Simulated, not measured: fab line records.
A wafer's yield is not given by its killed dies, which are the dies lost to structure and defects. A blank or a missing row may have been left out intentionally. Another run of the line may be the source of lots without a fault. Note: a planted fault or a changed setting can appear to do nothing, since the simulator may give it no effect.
Shared-tool check | flow gf180mcu | Sample size 11 lots and 33 wafers

WHY THIS WAS OPENED
1 of 11 lots carry a flag on the reading NWELL_TW at GF_NWELL_TW_MEAS_11. No-fault wafers: 1572, standard deviation 14.
Rule: a lot is flagged in two cases, either no wafer of it has a number, or all its wafers with numbers fall more than 4 standard deviations from that mean. The other lots count as sound.

lot  | measured    | on            | NWELL_TW, wafer by wafer | flag
L920 | day 3 10:12 | film_metro-02 | 1553 1561 1552           |
L921 | day 3 14:33 | film_metro-01 | 1563 1577 1563           |
L925 | day 4 12:43 | film_metro-04 | 1589 1589 1582           |
L931 | day 5 20:17 | film_metro-02 | 30 30 30                 | FLAGGED
L936 | day 7 09:11 | film_metro-04 | 1582 1583 1587           |
L938 | day 7 19:37 | film_metro-02 | 1558 1547 1557           |
L939 | day 7 22:27 | film_metro-04 | 1574 1575 1587           |
L941 | day 8 03:44 | film_metro-02 | 1548 1548 1547           |
L940 | day 8 04:50 | film_metro-01 | 1582 1586 1596           |
L942 | day 8 12:35 | film_metro-01 | 1576 1578 1585           |
L943 | day 8 16:09 | film_metro-04 | 1584 1585 1583           |
The numbers of the flagged lots are 30 on average: -1542 against the usual, or -99 or more standard deviations.

WHICH TOOL RAN EACH LOT
The record holds 1 process step before the reading, out of a route of 602 steps. Read each cell as the tool, then ch plus the chambers that the sampled wafers visited, then the start.
lot  | flag    | GF_NWELL_EXPOSE_04
L920 |         | iline_stepper-02 ch 0, day 3 03:49
L921 |         | iline_stepper-01 ch 0, day 3 07:39
L925 |         | iline_stepper-01 ch 0, day 4 05:28
L931 | FLAGGED | iline_stepper-01 ch 0, day 5 13:11
L936 |         | iline_stepper-02 ch 0, day 7 00:37
L938 |         | iline_stepper-01 ch 0, day 7 11:04
L939 |         | iline_stepper-01 ch 0, day 7 14:10
L941 |         | iline_stepper-02 ch 0, day 7 19:43
L940 |         | iline_stepper-02 ch 0, day 7 20:15
L942 |         | iline_stepper-02 ch 0, day 8 04:46
L943 |         | iline_stepper-01 ch 0, day 8 08:05
What the steps here do:
- GF_NWELL_EXPOSE_04: exposes mask Nwell, target cd 860 nm.
- GF_NWELL_TW_MEAS_11

FLAGGED OVER TOTAL, TOOL BY TOOL (the gauges that took the reading come last)
step                | tool             | lots run | flagged | share of the flagged lots | sound lots run after its first flagged lot
GF_NWELL_EXPOSE_04  | iline_stepper-01 | 6        | 1       | all                       | 3 (L938,L939,L943)
GF_NWELL_EXPOSE_04  | iline_stepper-02 | 5        | 0       | none                      | -
GF_NWELL_TW_MEAS_11 | film_metro-01    | 3        | 0       | none                      | -
GF_NWELL_TW_MEAS_11 | film_metro-02    | 4        | 1       | all                       | 2 (L938,L941)
GF_NWELL_TW_MEAS_11 | film_metro-04    | 4        | 0       | none                      | -

WHAT IS ALLOWED BY THE TABLE
Rows of the table that ran all the flagged lots, 2 in number: iline_stepper-01 at GF_NWELL_EXPOSE_04; film_metro-02 at GF_NWELL_TW_MEAS_11.
- iline_stepper-01 at GF_NWELL_EXPOSE_04: 1 of its 6 lots flagged. Sound lots ran on it after the first flagged one (L938, L939, L943), which a lasting fault on the whole tool wouldn't allow.
- film_metro-02 at GF_NWELL_TW_MEAS_11: 1 of its 4 lots flagged. Sound lots ran on it after the first flagged one (L938, L941), which a lasting fault on the whole tool wouldn't allow.
Every row of the table either missed a flagged lot or ran a sound lot after the first.

WHAT THE SIMULATOR HAD PUT IN
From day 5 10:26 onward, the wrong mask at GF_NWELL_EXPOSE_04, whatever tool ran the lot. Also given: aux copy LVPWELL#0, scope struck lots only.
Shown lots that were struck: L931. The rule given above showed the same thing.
